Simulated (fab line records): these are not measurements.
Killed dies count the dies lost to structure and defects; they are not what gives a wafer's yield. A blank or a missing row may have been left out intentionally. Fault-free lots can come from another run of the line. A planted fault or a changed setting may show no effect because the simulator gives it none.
fab line records / flow gf180mcu / part 2 of 2: steps 29 to 39 of 39
record: lots: 5 wafers: 15 lastDay: 34
route steps=602 shown PSD@257 NSD@262 SAB@264 SALICIDE@278 CONTACT@287
lots untouched by any fault: they come from a run of this same line in which no faults occurred
startH: the number of hours between the record's first day and the start of the first shown wafer of the lot / waitH: hours since the lot's step before / " same as the row above / L1.1+2: a row that stands for several wafers / - no value, or no start was given / * or withheld: withheld / < > ~ a bound
route shown NAME@n: a module of which the file shows steps, and the number in the route of the first / usual: mean/standard deviation of fault-free wafers / same: alike in all rows / chamber/n: place in a boat / sites: the reading at each site / _std_site: standard deviation across them / _edge_site: inner sites' mean taken away from outer sites' mean / radiusMm: how far each site lies from the wafer's centre / mask NAME#n: copy n / behind: the last tool/chamber to shape the wafer / hold: cause of the lot's hold/its duration in hours/its outcome / device: names the non-switching transistor (n, p or np) / end of line: tests run on the same wafers once the route is complete / a step given without rows: its recipe and nothing more / killed: count of dies lost to structure and defects at first sort (not the wafer's yield) / map: a wafer's dies, marking killed ones x, the rest . and places with no die _
set.NAME: the setting the step ran with; set.NAME@STEP: the setting that earlier step ran with / model.NAME: the simulator's own value behind a step, which no gauge read
certain route steps with their lots: each step a table, each wafer a row
services: from which hour (startH, from the record's first day; less than 0 if before it) a tool's chamber was out of use, for how many hours, and why
== steps ==
step: GF_SALICIDE_WET_ETCH_07
recipe: chemistry: SPM targetDepthNm: 120 dry: n2Spin
lot.wafer=L076.1+4+5 tool=wetBench-04 chamber=0 startH=350.01 waitH=0.1
lot.wafer=L087.2+3+6 tool=wetBench-04 chamber=0 startH=453.51 waitH=0.1
lot.wafer=L088.1+3+4 tool=wetBench-03 chamber=0 startH=465.71 waitH=0.1
lot.wafer=L092.2+4+5 tool=wetBench-02 chamber=2 startH=494.96 waitH=0.1
lot.wafer=L097.2+3+6 tool=wetBench-03 chamber=1 startH=541.38 waitH=0.1
step: GF_SALICIDE_RTA_08
recipe: tempC: 800 timeS: 30 ambient: N2
usual: lampPowerPct: 18.3/2.4 wafer_temp_C_max: 803.2/0.96
lot.wafer=L076.1 tool=rtpAnneal-01 chamber=0 startH=350.10 waitH=0.0 lampPowerPct=19.9 wafer_temp_C_max=802.9
lot.wafer=L076.4 tool=rtpAnneal-01 chamber=0 startH=350.10 waitH=0.0 lampPowerPct=19.8 wafer_temp_C_max=801.6
lot.wafer=L076.5 tool=rtpAnneal-01 chamber=0 startH=350.10 waitH=0.0 lampPowerPct=19.8 wafer_temp_C_max=803.6
lot.wafer=L087.2 tool=rtpAnneal-02 chamber=0 startH=453.62 waitH=0.0 lampPowerPct=14.6 wafer_temp_C_max=801.4
lot.wafer=L087.3 tool=rtpAnneal-02 chamber=0 startH=453.62 waitH=0.0 lampPowerPct=14.6 wafer_temp_C_max=801.9
lot.wafer=L087.6 tool=rtpAnneal-02 chamber=0 startH=453.62 waitH=0.0 lampPowerPct=14.5 wafer_temp_C_max=802.0
lot.wafer=L088.1 tool=rtpAnneal-02 chamber=0 startH=465.81 waitH=0.0 lampPowerPct=14.6 wafer_temp_C_max=802.2
lot.wafer=L088.3 tool=rtpAnneal-02 chamber=0 startH=465.81 waitH=0.0 lampPowerPct=14.6 wafer_temp_C_max=801.6
lot.wafer=L088.4 tool=rtpAnneal-02 chamber=0 startH=465.81 waitH=0.0 lampPowerPct=14.6 wafer_temp_C_max=801.5
lot.wafer=L092.2 tool=rtpAnneal-02 chamber=0 startH=495.07 waitH=0.0 lampPowerPct=14.6 wafer_temp_C_max=801.7
lot.wafer=L092.4 tool=rtpAnneal-02 chamber=0 startH=495.07 waitH=0.0 lampPowerPct=14.6 wafer_temp_C_max=802.4
lot.wafer=L092.5 tool=rtpAnneal-02 chamber=0 startH=495.07 waitH=0.0 lampPowerPct=14.6 wafer_temp_C_max=803.7
lot.wafer=L097.2 tool=rtpAnneal-01 chamber=0 startH=541.49 waitH=0.0 lampPowerPct=19.8 wafer_temp_C_max=803.7
lot.wafer=L097.3 tool=rtpAnneal-01 chamber=0 startH=541.49 waitH=0.0 lampPowerPct=19.8 wafer_temp_C_max=803.4
lot.wafer=L097.6 tool=rtpAnneal-01 chamber=0 startH=541.49 waitH=0.0 lampPowerPct=19.9 wafer_temp_C_max=803.4
step: GF_CONTACT_CVD_00
recipe: material: SiO2 targetThkNm: 300 sigmaOpenFrac: 0.3 tempC: 400 timeS: 50 sih4FlowSccm: 60 pressureMtorr: 6
usual: sih4FlowSccm: 60.01/0.17
lot.wafer=L076.1 tool=hdpcvd-02 chamber=0 startH=350.20 waitH=0.1 sih4FlowSccm=59.95
lot.wafer=L076.4 tool=hdpcvd-02 chamber=0 startH=350.20 waitH=0.1 sih4FlowSccm=60.08
lot.wafer=L076.5 tool=hdpcvd-02 chamber=1 startH=350.20 waitH=0.1 sih4FlowSccm=60.01
lot.wafer=L087.2 tool=hdpcvd-02 chamber=0 startH=453.71 waitH=0.1 sih4FlowSccm=60.03
lot.wafer=L087.3 tool=hdpcvd-02 chamber=2 startH=453.71 waitH=0.1 sih4FlowSccm=59.96
lot.wafer=L087.6 tool=hdpcvd-02 chamber=2 startH=453.71 waitH=0.1 sih4FlowSccm=59.77
lot.wafer=L088.1 tool=hdpcvd-02 chamber=0 startH=465.91 waitH=0.1 sih4FlowSccm=60.17
lot.wafer=L088.3 tool=hdpcvd-02 chamber=2 startH=465.91 waitH=0.1 sih4FlowSccm=59.95
lot.wafer=L088.4 tool=hdpcvd-02 chamber=1 startH=465.91 waitH=0.1 sih4FlowSccm=60.15
lot.wafer=L092.2 tool=hdpcvd-01 chamber=2 startH=495.16 waitH=0.1 sih4FlowSccm=59.99
lot.wafer=L092.4 tool=hdpcvd-01 chamber=0 startH=495.16 waitH=0.1 sih4FlowSccm=59.90
lot.wafer=L092.5 tool=hdpcvd-01 chamber=1 startH=495.16 waitH=0.1 sih4FlowSccm=59.56
lot.wafer=L097.2 tool=hdpcvd-02 chamber=0 startH=541.57 waitH=0.1 sih4FlowSccm=60.15
lot.wafer=L097.3 tool=hdpcvd-02 chamber=2 startH=541.57 waitH=0.1 sih4FlowSccm=60.15
lot.wafer=L097.6 tool=hdpcvd-02 chamber=0 startH=541.57 waitH=0.1 sih4FlowSccm=59.87
step: GF_CONTACT_THK_MEAS_01
recipe: reads: SiO2_of_CONTACT_CVD_00
usual: CONTACT_CVD_00_THK: 303/4.3
lot.wafer=L076.1 tool=filmMetro-03 chamber=- startH=350.24 waitH=0.0 CONTACT_CVD_00_THK[nm]=300
lot.wafer=L076.4 tool=filmMetro-03 chamber=- startH=350.24 waitH=0.0 CONTACT_CVD_00_THK[nm]=303
lot.wafer=L076.5 tool=filmMetro-03 chamber=- startH=350.24 waitH=0.0 CONTACT_CVD_00_THK[nm]=296
lot.wafer=L087.2 tool=filmMetro-03 chamber=- startH=453.76 waitH=0.0 CONTACT_CVD_00_THK[nm]=302
lot.wafer=L087.3 tool=filmMetro-03 chamber=- startH=453.76 waitH=0.0 CONTACT_CVD_00_THK[nm]=301
lot.wafer=L087.6 tool=filmMetro-03 chamber=- startH=453.76 waitH=0.0 CONTACT_CVD_00_THK[nm]=299
lot.wafer=L088.1 tool=filmMetro-01 chamber=- startH=465.95 waitH=0.0 CONTACT_CVD_00_THK[nm]=305
lot.wafer=L088.3 tool=filmMetro-01 chamber=- startH=465.95 waitH=0.0 CONTACT_CVD_00_THK[nm]=301
lot.wafer=L088.4 tool=filmMetro-01 chamber=- startH=465.95 waitH=0.0 CONTACT_CVD_00_THK[nm]=302
lot.wafer=L092.2 tool=filmMetro-01 chamber=- startH=495.21 waitH=0.0 CONTACT_CVD_00_THK[nm]=307
lot.wafer=L092.4 tool=filmMetro-01 chamber=- startH=495.21 waitH=0.0 CONTACT_CVD_00_THK[nm]=308
lot.wafer=L092.5 tool=filmMetro-01 chamber=- startH=495.21 waitH=0.0 CONTACT_CVD_00_THK[nm]=307
lot.wafer=L097.2 tool=filmMetro-03 chamber=- startH=541.62 waitH=0.0 CONTACT_CVD_00_THK[nm]=305
lot.wafer=L097.3 tool=filmMetro-03 chamber=- startH=541.62 waitH=0.0 CONTACT_CVD_00_THK[nm]=306
lot.wafer=L097.6 tool=filmMetro-03 chamber=- startH=541.62 waitH=0.0 CONTACT_CVD_00_THK[nm]=306
step: GF_CONTACT_CVD_02
recipe: material: SiO2 targetThkNm: 860 precursor: TEOS tempC: 400 timeS: 95.992 rfW: 600
usual: heaterPowerW: 667/89
lot.wafer=L076.1 tool=pecvd-03 chamber=1 startH=350.30 waitH=0.1 heaterPowerW=682
lot.wafer=L076.4 tool=pecvd-03 chamber=0 startH=350.30 waitH=0.1 heaterPowerW=571
lot.wafer=L076.5 tool=pecvd-03 chamber=2 startH=350.30 waitH=0.1 heaterPowerW=527
lot.wafer=L087.2 tool=pecvd-04 chamber=0 startH=453.81 waitH=0.0 heaterPowerW=805
lot.wafer=L087.3 tool=pecvd-04 chamber=1 startH=453.81 waitH=0.0 heaterPowerW=599
lot.wafer=L087.6 tool=pecvd-04 chamber=1 startH=453.81 waitH=0.0 heaterPowerW=676
lot.wafer=L088.1 tool=pecvd-04 chamber=2 startH=466.01 waitH=0.1 heaterPowerW=585
lot.wafer=L088.3 tool=pecvd-04 chamber=0 startH=466.01 waitH=0.1 heaterPowerW=798
lot.wafer=L088.4 tool=pecvd-04 chamber=1 startH=466.01 waitH=0.1 heaterPowerW=698
lot.wafer=L092.2 tool=pecvd-03 chamber=0 startH=495.26 waitH=0.0 heaterPowerW=524
lot.wafer=L092.4 tool=pecvd-03 chamber=0 startH=495.26 waitH=0.0 heaterPowerW=554
lot.wafer=L092.5 tool=pecvd-03 chamber=1 startH=495.26 waitH=0.0 heaterPowerW=747
lot.wafer=L097.2 tool=pecvd-02 chamber=2 startH=541.67 waitH=0.0 heaterPowerW=651
lot.wafer=L097.3 tool=pecvd-02 chamber=1 startH=541.67 waitH=0.0 heaterPowerW=727
lot.wafer=L097.6 tool=pecvd-02 chamber=0 startH=541.67 waitH=0.0 heaterPowerW=689
step: GF_CONTACT_THK_MEAS_03
recipe: reads: SiO2_of_CONTACT_CVD_02
usual: CONTACT_CVD_02_THK: 859/14
lot.wafer=L076.1 tool=filmMetro-03 chamber=- startH=350.37 waitH=0.0 CONTACT_CVD_02_THK[nm]=840
lot.wafer=L076.4 tool=filmMetro-03 chamber=- startH=350.37 waitH=0.0 CONTACT_CVD_02_THK[nm]=861
lot.wafer=L076.5 tool=filmMetro-03 chamber=- startH=350.37 waitH=0.0 CONTACT_CVD_02_THK[nm]=842
lot.wafer=L087.2 tool=filmMetro-01 chamber=- startH=453.89 waitH=0.0 CONTACT_CVD_02_THK[nm]=878
lot.wafer=L087.3 tool=filmMetro-01 chamber=- startH=453.89 waitH=0.0 CONTACT_CVD_02_THK[nm]=873
lot.wafer=L087.6 tool=filmMetro-01 chamber=- startH=453.89 waitH=0.0 CONTACT_CVD_02_THK[nm]=876
lot.wafer=L088.1 tool=filmMetro-04 chamber=- startH=466.08 waitH=0.0 CONTACT_CVD_02_THK[nm]=857
lot.wafer=L088.3 tool=filmMetro-04 chamber=- startH=466.08 waitH=0.0 CONTACT_CVD_02_THK[nm]=862
lot.wafer=L088.4 tool=filmMetro-04 chamber=- startH=466.08 waitH=0.0 CONTACT_CVD_02_THK[nm]=868
lot.wafer=L092.2 tool=filmMetro-04 chamber=- startH=495.34 waitH=0.0 CONTACT_CVD_02_THK[nm]=864
lot.wafer=L092.4 tool=filmMetro-04 chamber=- startH=495.34 waitH=0.0 CONTACT_CVD_02_THK[nm]=873
lot.wafer=L092.5 tool=filmMetro-04 chamber=- startH=495.34 waitH=0.0 CONTACT_CVD_02_THK[nm]=856
lot.wafer=L097.2 tool=filmMetro-01 chamber=- startH=541.75 waitH=0.0 CONTACT_CVD_02_THK[nm]=861
lot.wafer=L097.3 tool=filmMetro-01 chamber=- startH=541.75 waitH=0.0 CONTACT_CVD_02_THK[nm]=836
lot.wafer=L097.6 tool=filmMetro-01 chamber=- startH=541.75 waitH=0.0 CONTACT_CVD_02_THK[nm]=864
step: GF_CONTACT_CMP_04
recipe: material: SiO2 downForcePsi: 4 platenRpm: 60 padVelocityMS: 0.94248
usual: motorCurrentA: 11.7/1.1 platenRpm: 60.00/0.045 timeToEndpointS: 111/6.7
lot.wafer=L076.1 tool=cmp-02 chamber=3 startH=350.43 waitH=0.1 motorCurrentA=11.2 platenRpm=59.99 timeToEndpointS=98
lot.wafer=L076.4 tool=cmp-02 chamber=2 startH=350.43 waitH=0.1 motorCurrentA=11.9 platenRpm=59.98 timeToEndpointS=108
lot.wafer=L076.5 tool=cmp-02 chamber=3 startH=350.43 waitH=0.1 motorCurrentA=11.6 platenRpm=60.02 timeToEndpointS=100
lot.wafer=L087.3 tool=cmp-01 chamber=1 startH=453.94 waitH=0.0 motorCurrentA=9.9 platenRpm=59.99 timeToEndpointS=117
lot.wafer=L087.2 tool=cmp-01 chamber=3 startH=453.94 waitH=0.0 motorCurrentA=12.9 platenRpm=59.98 timeToEndpointS=115
lot.wafer=L087.6 tool=cmp-01 chamber=1 startH=453.94 waitH=0.0 motorCurrentA=9.7 platenRpm=59.95 timeToEndpointS=121
lot.wafer=L088.3 tool=cmp-02 chamber=0 startH=466.19 waitH=0.1 motorCurrentA=12.1 platenRpm=59.97 timeToEndpointS=116
lot.wafer=L088.4 tool=cmp-02 chamber=1 startH=466.19 waitH=0.1 motorCurrentA=11.0 platenRpm=59.98 timeToEndpointS=113
lot.wafer=L088.1 tool=cmp-02 chamber=2 startH=466.19 waitH=0.1 motorCurrentA=12.7 platenRpm=59.96 timeToEndpointS=107
lot.wafer=L092.2 tool=cmp-01 chamber=0 startH=495.39 waitH=0.0 motorCurrentA=10.3 platenRpm=60.00 timeToEndpointS=116
lot.wafer=L092.4 tool=cmp-01 chamber=2 startH=495.39 waitH=0.0 motorCurrentA=12.5 platenRpm=59.96 timeToEndpointS=116
lot.wafer=L092.5 tool=cmp-01 chamber=0 startH=495.39 waitH=0.0 motorCurrentA=10.9 platenRpm=60.02 timeToEndpointS=115
lot.wafer=L097.2 tool=cmp-01 chamber=1 startH=541.80 waitH=0.0 motorCurrentA=10.0 platenRpm=60.02 timeToEndpointS=115
lot.wafer=L097.3 tool=cmp-01 chamber=2 startH=541.80 waitH=0.0 motorCurrentA=13.1 platenRpm=60.05 timeToEndpointS=102
lot.wafer=L097.6 tool=cmp-01 chamber=2 startH=541.80 waitH=0.0 motorCurrentA=12.6 platenRpm=60.02 timeToEndpointS=111
step: GF_CONTACT_BOW_MEAS_05
recipe: mode: bow
usual: CONTACT_BOW: 64/6.7
lot.wafer=L076.1 tool=filmMetro-01 chamber=- startH=350.73 waitH=0.2 CONTACT_BOW[um]=79
lot.wafer=L076.4 tool=filmMetro-01 chamber=- startH=350.73 waitH=0.2 CONTACT_BOW[um]=65
lot.wafer=L076.5 tool=filmMetro-01 chamber=- startH=350.73 waitH=0.2 CONTACT_BOW[um]=58
lot.wafer=L087.2 tool=filmMetro-04 chamber=- startH=454.27 waitH=0.2 CONTACT_BOW[um]=50
lot.wafer=L087.3 tool=filmMetro-04 chamber=- startH=454.27 waitH=0.2 CONTACT_BOW[um]=67
lot.wafer=L087.6 tool=filmMetro-04 chamber=- startH=454.27 waitH=0.2 CONTACT_BOW[um]=66
lot.wafer=L088.1 tool=filmMetro-01 chamber=- startH=466.44 waitH=0.1 CONTACT_BOW[um]=66
lot.wafer=L088.3 tool=filmMetro-01 chamber=- startH=466.44 waitH=0.1 CONTACT_BOW[um]=65
lot.wafer=L088.4 tool=filmMetro-01 chamber=- startH=466.44 waitH=0.1 CONTACT_BOW[um]=57
lot.wafer=L092.2 tool=filmMetro-04 chamber=- startH=495.71 waitH=0.3 CONTACT_BOW[um]=63
lot.wafer=L092.4 tool=filmMetro-04 chamber=- startH=495.71 waitH=0.3 CONTACT_BOW[um]=59
lot.wafer=L092.5 tool=filmMetro-04 chamber=- startH=495.71 waitH=0.3 CONTACT_BOW[um]=56
lot.wafer=L097.2 tool=filmMetro-04 chamber=- startH=542.12 waitH=0.3 CONTACT_BOW[um]=59
lot.wafer=L097.3 tool=filmMetro-04 chamber=- startH=542.12 waitH=0.3 CONTACT_BOW[um]=66
lot.wafer=L097.6 tool=filmMetro-04 chamber=- startH=542.12 waitH=0.3 CONTACT_BOW[um]=54
step: GF_CONTACT_DEHYDRATE_06
recipe: tempC: 200 timeS: 60
lot.wafer=L076.1+4+5 tool=lithoTrack-02 chamber=0 startH=361.22 waitH=10.5
lot.wafer=L087.2+3+6 tool=lithoTrack-04 chamber=0 startH=465.08 waitH=10.8
lot.wafer=L088.1+3+4 tool=lithoTrack-03 chamber=0 startH=477.70 waitH=11.2
lot.wafer=L092.2+4+5 tool=lithoTrack-02 chamber=0 startH=506.59 waitH=10.9
lot.wafer=L097.2+3+6 tool=lithoTrack-02 chamber=0 startH=552.59 waitH=10.4
step: GF_CONTACT_HMDS_07
recipe: primeTimeS: 60 primeTempC: 120
usual: primeTempC: 120.03/0.13
lot.wafer=L076.1 tool=lithoTrack-02 chamber=0 startH=361.37 waitH=0.1 primeTempC=119.93
lot.wafer=L076.4 tool=lithoTrack-02 chamber=0 startH=361.37 waitH=0.1 primeTempC=119.92
lot.wafer=L076.5 tool=lithoTrack-02 chamber=0 startH=361.37 waitH=0.1 primeTempC=119.79
lot.wafer=L087.2 tool=lithoTrack-04 chamber=0 startH=465.23 waitH=0.1 primeTempC=120.00
lot.wafer=L087.3 tool=lithoTrack-04 chamber=0 startH=465.23 waitH=0.1 primeTempC=120.07
lot.wafer=L087.6 tool=lithoTrack-04 chamber=0 startH=465.23 waitH=0.1 primeTempC=119.79
lot.wafer=L088.1 tool=lithoTrack-03 chamber=0 startH=477.85 waitH=0.1 primeTempC=120.21
lot.wafer=L088.3 tool=lithoTrack-03 chamber=0 startH=477.85 waitH=0.1 primeTempC=120.08
lot.wafer=L088.4 tool=lithoTrack-03 chamber=0 startH=477.85 waitH=0.1 primeTempC=120.16
lot.wafer=L092.2 tool=lithoTrack-02 chamber=0 startH=506.74 waitH=0.1 primeTempC=120.02
lot.wafer=L092.4 tool=lithoTrack-02 chamber=0 startH=506.74 waitH=0.1 primeTempC=119.81
lot.wafer=L092.5 tool=lithoTrack-02 chamber=0 startH=506.74 waitH=0.1 primeTempC=120.07
lot.wafer=L097.2 tool=lithoTrack-02 chamber=0 startH=552.74 waitH=0.1 primeTempC=120.10
lot.wafer=L097.3 tool=lithoTrack-02 chamber=0 startH=552.74 waitH=0.1 primeTempC=119.96
lot.wafer=L097.6 tool=lithoTrack-02 chamber=0 startH=552.74 waitH=0.1 primeTempC=119.84
step: GF_CONTACT_COAT_08
recipe: resist: BARC tempC: withheld timeS: withheld spinRpm: withheld resistThkNm: withheld
lot.wafer=L076.1+4+5 tool=lithoTrack-02 chamber=0 startH=361.52 waitH=0.1
lot.wafer=L087.2+3+6 tool=lithoTrack-04 chamber=0 startH=465.38 waitH=0.1
lot.wafer=L088.1+3+4 tool=lithoTrack-03 chamber=0 startH=478.00 waitH=0.1
lot.wafer=L092.2+4+5 tool=lithoTrack-02 chamber=0 startH=506.89 waitH=0.1
lot.wafer=L097.2+3+6 tool=lithoTrack-02 chamber=0 startH=552.89 waitH=0.1
== services ==
tool=plasmaAsher-03 chamber=- startH=309.45 hours=2.0 kind=repair
tool=implanter-04 chamber=- startH=313.36 hours=2.4 kind=repair
tool=cmp-01 chamber=- startH=322.42 hours=0.6 kind=repair
tool=implanter-04 chamber=- startH=342.45 hours=0.6 kind=repair
tool=rieDiel-04 chamber=3 startH=343.30 hours=1.9 kind=repair
tool=cmp-01 chamber=- startH=360.01 hours=1.6 kind=repair
tool=plasmaAsher-04 chamber=- startH=363.85 hours=2.8 kind=pm
tool=pecvd-02 chamber=- startH=368.88 hours=14.0 kind=pm
tool=hdpcvd-02 chamber=- startH=384.82 hours=0.7 kind=repair
tool=rieDiel-04 chamber=3 startH=388.15 hours=10.0 kind=repair
tool=ilineStepper-02 chamber=- startH=400.30 hours=2.1 kind=pm
tool=rieDiel-04 chamber=1 startH=402.22 hours=4.1 kind=repair
tool=hdpcvd-02 chamber=- startH=404.65 hours=2.0 kind=repair
tool=hdpcvd-02 chamber=- startH=406.44 hours=0.8 kind=repair
tool=cmp-01 chamber=- startH=409.40 hours=7.4 kind=pm
tool=pecvd-02 chamber=- startH=421.72 hours=2.0 kind=repair
tool=pecvd-02 chamber=2 startH=426.28 hours=2.6 kind=repair
tool=wetBench-01 chamber=- startH=440.08 hours=4.2 kind=repair
tool=ilineStepper-02 chamber=- startH=455.45 hours=2.2 kind=repair
tool=pecvd-02 chamber=- startH=492.84 hours=14.6 kind=pm
tool=plasmaAsher-04 chamber=- startH=505.02 hours=8.2 kind=repair
tool=pecvd-01 chamber=- startH=510.77 hours=5.5 kind=pm
tool=rieDiel-04 chamber=2 startH=511.67 hours=2.4 kind=repair
tool=pvdSputter-02 chamber=- startH=549.21 hours=39.4 kind=repair
